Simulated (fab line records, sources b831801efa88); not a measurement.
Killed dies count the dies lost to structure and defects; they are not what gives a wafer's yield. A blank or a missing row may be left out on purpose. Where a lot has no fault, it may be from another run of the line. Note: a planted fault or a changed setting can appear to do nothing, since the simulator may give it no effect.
Which tool is to blame? | flow gf180mcu | 42 wafers from 14 lots sampled at 5 of the route's 602 steps

== WHAT EACH GAUGE READ, for each wafer ==
GF_HV_LDD_OVL_MEAS_20.
lot  | measured     | on         | HV_LDD_01_OVL (nm)
L699 | day 10 16:34 | overlay-01 | -4.3 -4.3 -3.6
L700 | day 10 21:34 | overlay-01 | -1.4 -2.0 -1.2
L701 | day 11 06:04 | overlay-02 | 0.9 0.9 0.0
L702 | day 11 10:37 | overlay-02 | -1.1 -1.4 -1.5
L703 | day 11 20:16 | overlay-01 | -2.2 -1.8 -3.0
L711 | day 14 17:54 | overlay-02 | -1.5 -2.9 -4.0
L713 | day 15 13:36 | overlay-02 | -0.8 -0.2 -0.8
L715 | day 16 08:22 | overlay-01 | -1.0 -0.7 -1.6
L717 | day 16 18:07 | overlay-01 | -2.0 -1.9 -1.7
L718 | day 17 01:25 | overlay-01 | -2.7 -2.2 -2.1
L719 | day 17 03:16 | overlay-01 | -2.6 0.6 -1.6
L720 | day 17 12:39 | overlay-01 | -2.1 -2.8 -2.6
L722 | day 17 23:55 | overlay-01 | -1.0 -1.6 -2.5
L721 | day 18 01:10 | overlay-02 | -0.4 0.2 -1.0

GF_HV_LDD_OVL_MEAS_32.
lot  | measured     | on         | HV_LDD_02_OVL (nm)
L699 | day 11 11:01 | overlay-01 | -0.4 0.2 -1.8
L700 | day 11 15:16 | overlay-01 | -1.9 -2.5 -2.3
L701 | day 12 00:21 | overlay-02 | -2.0 -1.4 1.4
L702 | day 12 05:07 | overlay-02 | 0.2 -1.4 -1.8
L703 | day 12 15:34 | overlay-01 | -1.8 -1.2 -1.3
L711 | day 15 15:31 | overlay-01 | -3.1 -2.4 -1.4
L713 | day 16 12:58 | overlay-02 | -0.6 -1.0 0.2
L715 | day 17 07:00 | overlay-02 | -2.0 -2.5 -1.3
L717 | day 17 17:31 | overlay-01 | 0.4 0.5 2.4
L718 | day 18 01:01 | overlay-02 | -1.9 -2.6 -1.8
L719 | day 18 02:07 | overlay-02 | -0.9 -0.5 -2.3
L720 | day 18 12:07 | overlay-02 | -0.9 0.3 0.0
L722 | day 18 22:36 | overlay-02 | -0.7 0.1 -0.1
L721 | day 19 01:10 | overlay-01 | -1.3 -2.1 -2.6

GF_HV_LDD_TW_MEAS_50.
lot  | measured     | on            | HV_LDD_4_TW
L699 | day 12 06:04 | film-metro-02 | 566 567 567
L700 | day 12 11:37 | film-metro-03 | 561 560 562
L701 | day 12 21:21 | film-metro-02 | 569 570 566
L702 | day 13 01:24 | film-metro-02 | 574 575 570
L703 | day 13 12:00 | film-metro-04 | 573 572 576
L711 | day 16 14:38 | film-metro-04 | 558 555 555
L713 | day 17 12:47 | film-metro-02 | 548 548 549
L715 | day 18 06:41 | film-metro-04 | 574 577 573
L717 | day 18 17:35 | film-metro-03 | 571 567 562
L718 | day 19 01:49 | film-metro-03 | 568 571 566
L719 | day 19 02:51 | film-metro-04 | 574 576 577
L720 | day 19 13:31 | film-metro-02 | 574 572 573
L722 | day 19 23:50 | film-metro-02 | 575 574 572
L721 | day 20 03:04 | film-metro-03 | 572 570 569

GF_NSD_OVL_MEAS_08.
lot  | measured     | on         | NSD_OVL (nm)
L699 | day 13 04:13 | overlay-01 | 0.7 2.2 1.4
L700 | day 13 09:40 | overlay-01 | -0.7 -0.3 -2.6
L701 | day 13 21:50 | overlay-02 | 0.8 -0.2 0.4
L702 | day 14 02:03 | overlay-01 | -0.8 -1.1 -1.7
L703 | day 14 11:02 | overlay-01 | -1.2 -2.6 -1.0
L711 | day 17 15:31 | overlay-01 | 0.5 -1.7 -1.1
L713 | day 18 14:42 | overlay-02 | -0.7 -0.4 0.2
L715 | day 19 08:16 | overlay-01 | 0.0 0.8 -0.5
L717 | day 19 20:38 | overlay-01 | 0.9 0.9 0.8
L718 | day 20 04:38 | overlay-01 | 0.0 -0.9 -1.5
L719 | day 20 05:36 | overlay-01 | 0.1 -0.8 0.8
L720 | day 20 16:25 | overlay-01 | -1.6 -1.6 -2.6
L722 | day 21 02:37 | overlay-01 | 1.3 1.4 -0.4
L721 | day 21 06:43 | overlay-01 | -0.5 0.5 -2.4

== TOOL THAT RAN EACH LOT (tool first, then ch and the chambers of the sampled wafers, then the start) ==
lot  | GF_HV_LDD_IMPLANT_48
L699 | implanter-02 ch 0, day 12 05:50
L700 | implanter-04 ch 0, day 12 11:22
L701 | implanter-04 ch 0, day 12 21:06
L702 | implanter-04 ch 0, day 13 01:09
L703 | implanter-04 ch 0, day 13 11:46
L711 | implanter-02 ch 0, day 16 14:23
L713 | implanter-02 ch 0, day 17 12:32
L715 | implanter-04 ch 0, day 18 06:26
L717 | implanter-04 ch 0, day 18 17:22
L718 | implanter-04 ch 0, day 19 01:36
L719 | implanter-03 ch 0, day 19 02:36
L720 | implanter-03 ch 0, day 19 13:16
L722 | implanter-03 ch 0, day 19 23:37
L721 | implanter-02 ch 0, day 20 02:50
- GF_HV_LDD_IMPLANT_48

== WHAT THE TOOLS THEMSELVES READ (means of the sampled wafers that have a number; where no wafer has one, the mark that the record gives instead) ==
GF_HV_LDD_IMPLANT_48.
lot  | tool         | dose-ions-cm2 | faraday-current-uA
L699 | implanter-02 | 3e+13         | 168
L700 | implanter-04 | 3e+13         | 170
L701 | implanter-04 | 3e+13         | 167
L702 | implanter-04 | 3e+13         | 167
L703 | implanter-04 | 3e+13         | 167
L711 | implanter-02 | 3e+13         | 150
L713 | implanter-02 | 3e+13         | 152
L715 | implanter-04 | 3e+13         | 170
L717 | implanter-04 | 3e+13         | 169
L718 | implanter-04 | 3e+13         | 167
L719 | implanter-03 | 3e+13         | 169
L720 | implanter-03 | 3e+13         | 170
L722 | implanter-03 | 3e+13         | 167
L721 | implanter-02 | 3e+13         | 169

== THE ANSWER, worked out from the rows above alone ==
Rule: what is usual is taken from the lots themselves. The widest of any qualifying gaps counts: lots, ordered by their means at a reading, are off when they make up no more than a third of the lots, leave a main group of 4 or more, and stand apart from it by 3 or more times the standard deviation of that group's means. Not used: any main group whose means are identical at the precision the tables above print for the reading. A lot without any number at a reading at which 4 lots or more have one is off too. The other lots that the step has rows for count as sound. Order of review: gauges by route order, followed by the tools' own readings, for which a lot's mean as printed above is used. The first step at which some lot is off is used, and at that step the reading that is off furthest; a lot without a number counts as furthest.
Off at GF_HV_LDD_IMPLANT_48 (faraday-current-uA): L711, L713. Main group: mean 168, sd 1.2.
If a tool, at that step or one of the process steps before it, ran each lot that is off and ran no sound lot following the first of them, it fits. Not one of the candidates tried fits.

== WHAT THE SIMULATOR HAD INSERTED ==
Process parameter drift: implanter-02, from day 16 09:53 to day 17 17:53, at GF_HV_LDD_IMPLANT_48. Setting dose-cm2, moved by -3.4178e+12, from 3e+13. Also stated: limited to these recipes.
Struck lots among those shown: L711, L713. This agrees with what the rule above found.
